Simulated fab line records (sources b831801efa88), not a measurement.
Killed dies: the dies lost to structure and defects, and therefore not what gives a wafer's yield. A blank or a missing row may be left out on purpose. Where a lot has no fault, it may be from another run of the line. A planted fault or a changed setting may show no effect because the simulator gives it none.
A struck lot beside a sound one    flow sky130    17 steps out of a route of 708
Sound: the wafers L387.1, L387.3, L387.4. Wafers L383.3, L383.4, L383.6 were the ones struck. The cause is given at the end.
Order at every step that has rows: each side's tool, ch and its chambers, its first start. Under that, the readings that differ: sound wafers    struck wafers    difference of the means    sigmas: that difference in standard deviations of wafers without a fault.
alike: a reading whose means differ by less than 2 such deviations, as well as words and numbers matching on both sides. not compared: withheld readings; readings where some wafer has no value; bounds like >300 that might hide an equal value; numbers whose values overlap and for which the record gives no deviation.
A row with sigmas, a row that says differs or no value, or rows on one side alone: a step with any of these is where the two part. Non-overlapping numbers with no deviation appear without sigmas and do not part them. Lack of a reading on every wafer of one side parts them only where that side has two or more wafers.

SKY_FIELD_ISO_ETCH_15: etches the open film in CHF3/O2, stops on Si, target depth 180 nm, time 72 s.
  sound on rie diel-01 ch 0,2,3, day 6 01:34; struck on rie diel-04 ch 1,2, day 5 06:09
  alike: chamber pressure mTorr, drypump motor current A, oes product au, throttle valve pct
  not compared: rf hours counter h
SKY_FIELD_ISO_STRIP_16: strips in O2/N2.
  sound on plasma asher-04 ch 0,1, day 6 01:37; struck on plasma asher-04 ch 0,1, day 5 06:14
  alike: chamber pressure mTorr, drypump motor current A, oes product au, strip time to endpoint s
  not compared: rf hours counter h
SKY_FIELD_ISO_ETCH_17: etches Si in HBr/Cl2/O2, target depth 342 nm, time 97.7 s.
  sound on rie si-01 ch 0,2,3, day 6 01:43; struck on rie si-01 ch 1,2, day 5 06:19
  alike: HBr_flow_sccm, chamber pressure mTorr, drypump motor current A, oes product au, throttle valve pct
  not compared: rf hours counter h
then, 5 steps without rows for these wafers: SKY_FIELD_ISO_WET_ETCH_18 (etches Si3N4 in H3PO4, target depth 25 nm, time 286 s); SKY_FIELD_ISO_CLEAN_19 (cleans in SC1/SC2, time 150 s); SKY_FIELD_ISO_CLEAN_20 (cleans in dHF, time 20 s); SKY_FIELD_ISO_WET_ETCH_21 (etches SiO2 in dHF, target depth 20 nm, time 400 s); SKY_FIELD_ISO_OXIDATION_22 (stabilise 600 s, purge 300 s, target thk 10 nm).
SKY_FIELD_ISO_THK_MEAS_23:
  sound on film metro-01 at day 6 08:55; struck on film metro-03 at day 5 12:15
reading                          sound           struck             difference  sigmas
FIELD_ISO_OXIDATION_01_THK (nm)  9.85 9.87 9.86  10.24 10.13 10.30  +0.36       +2
then, 1 step without rows for these wafers: SKY_FIELD_ISO_CVD_24 (deposits SiO2, target thk 595 nm, time 99.2 s).
SKY_FIELD_ISO_THK_MEAS_25:
  sound on film metro-01 at day 6 09:03; struck on film metro-01 at day 5 12:23
  alike: FIELD_ISO_CVD_24_THK
then, 1 step without rows for these wafers: SKY_FIELD_ISO_ANNEAL_26 (time 1800 s).
SKY_FIELD_ISO_CMP_27: polishes, stops on Si3N4, t overpolish 16 s, target thk 457.8 nm.
  sound on cmp-01 ch 0,1,3, day 6 13:22; struck on cmp-01 ch 0,2,3, day 5 18:14
  no value came back on the struck wafers for any of 5 readings (edge zone pressure frac, head pressure psi (psi) and others); on the sound wafers edge zone pressure frac reads 0.988 0.999 1.001
reading                                     sound              struck             difference  sigmas
model.SiO2_of_FIELD_ISO_CVD_24.thk nm (nm)  457.3 456.9 456.7  604.6 602.4 614.3  +150.1      
then, 2 steps without rows for these wafers: SKY_FIELD_ISO_WET_ETCH_28 (etches SiO2 in dHF, target depth 23.7 nm, time 47 s); SKY_FIELD_ISO_WET_ETCH_29 (etches Si3N4 in H3PO4, target depth 160 nm, time 1825 s).
SKY_FIELD_ISO_WET_ETCH_30: etches SiO2 in dHF, target depth 25 nm, time 50 s.
  sound on wet bench-04 ch 3, day 6 14:12; struck on wet bench-01 ch 1, day 5 19:02
reading                                     sound            struck           difference  sigmas
model.SiO2_of_FIELD_ISO_CVD_24.thk nm (nm)  404 403.7 403.5  551.2 549.2 561  +150.1      
-- a jump in the record: the struck wafers' starts before and after are 43 days apart (it breaks off in module FIELD_ISO and resumes in module PAD_OPEN, where the first step shown is number 708 of the route) --
SKY_PAD_OPEN_PROBE_99:
  the record has rows for the struck wafers here (prober-01, day 49 04:55) and none for the sound ones

WHERE THEY PART
At SKY_FIELD_ISO_THK_MEAS_23 first; at SKY_PAD_OPEN_PROBE_99 last (within this record only).

WHY: what the simulator had put in
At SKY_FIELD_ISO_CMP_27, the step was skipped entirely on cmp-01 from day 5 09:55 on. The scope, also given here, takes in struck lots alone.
